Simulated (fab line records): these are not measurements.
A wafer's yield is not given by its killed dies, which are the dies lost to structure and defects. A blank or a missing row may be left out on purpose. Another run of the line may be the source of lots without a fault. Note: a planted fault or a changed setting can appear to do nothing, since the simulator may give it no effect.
8D (eight disciplines) problem report, filled in by code	flow gf180mcu	the parts of the form that need people (team, actions taken, sign-off) are left out

1. THE PROBLEM
Wafers without a fault read 120.02 C, standard deviation 0.13; prime-temp-c at GF_V5_HMDS_07 reads a mean of 121.89 C on 6 wafers belonging to 2 lots. Measured from the usual mean, that is +14 standard deviations.
The step: prime time 60 s.
First observed at day 30 14:44: wafer L337.2, on litho-track-02. At this step, 39 wafers from 13 lots have a number in the record. Rule for "out" (also "out of limits"): further than 4 standard deviations from the usual mean. The rest of the wafers with a number are treated as sound.

2. WHAT IT IS; WHAT IT IS NOT
question	is	is not
which readings at this step	prime-temp-c	resist-line-temp-C
which lots	L337, L338	L327, L328, L329, L330, L331, L333, L334, L342, L345, L349, L350
which wafers of those lots	all that have a number	-
read on which tools	litho-track-02	litho-track-01, litho-track-04
when	from day 30 14:44	up to then (21 sound wafers); but 12 sound wafers of L342, L345, L349, L350 came after

3. THE SUSPECTS, EACH WITH WHAT RULES IT OUT
Counting: any tool at a process step up to the reading is kept as a suspect provided that every lot that is out went through it and no sound lot did after the first of them.
- litho-track-02 at GF_V5_HMDS_07 (prime time 60 s): ruled out as a lasting fault. Following L337 (day 30 14:44), the first lot on it that is out, the sound lots L350 were run on it.
Left after counting: nothing in the record.

4. THE CAUSE (what the simulator had put in)
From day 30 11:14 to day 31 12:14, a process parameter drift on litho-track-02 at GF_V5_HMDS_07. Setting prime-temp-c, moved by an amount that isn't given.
Counting ruled it out, wrongly.

5. THE CHAIN OF EFFECTS, in route order
One row per reading whose mean, taken over the struck wafers that have a number, lies over 3 standard deviations from the usual. Scope: only readings with a usual standard deviation given in the record; hours: median across lots of the time from each lot's start at the first step in this table that gives one to its start at this step; sigmas: change in usual standard deviations.
hours	step	reading	usual	on struck wafers	change	sigmas
0	GF_V5_HMDS_07	prime-temp-c	120.02 C	121.89	+1.87	+14
Here are the process steps it includes:
- GF_V5_HMDS_07: prime time 60 s.

6. WHAT WOULD HAVE CAUGHT IT SOONER
4 hours passed between the start of the fault at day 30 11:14 and the first reading out of limits in this record, taken at day 30 14:44.
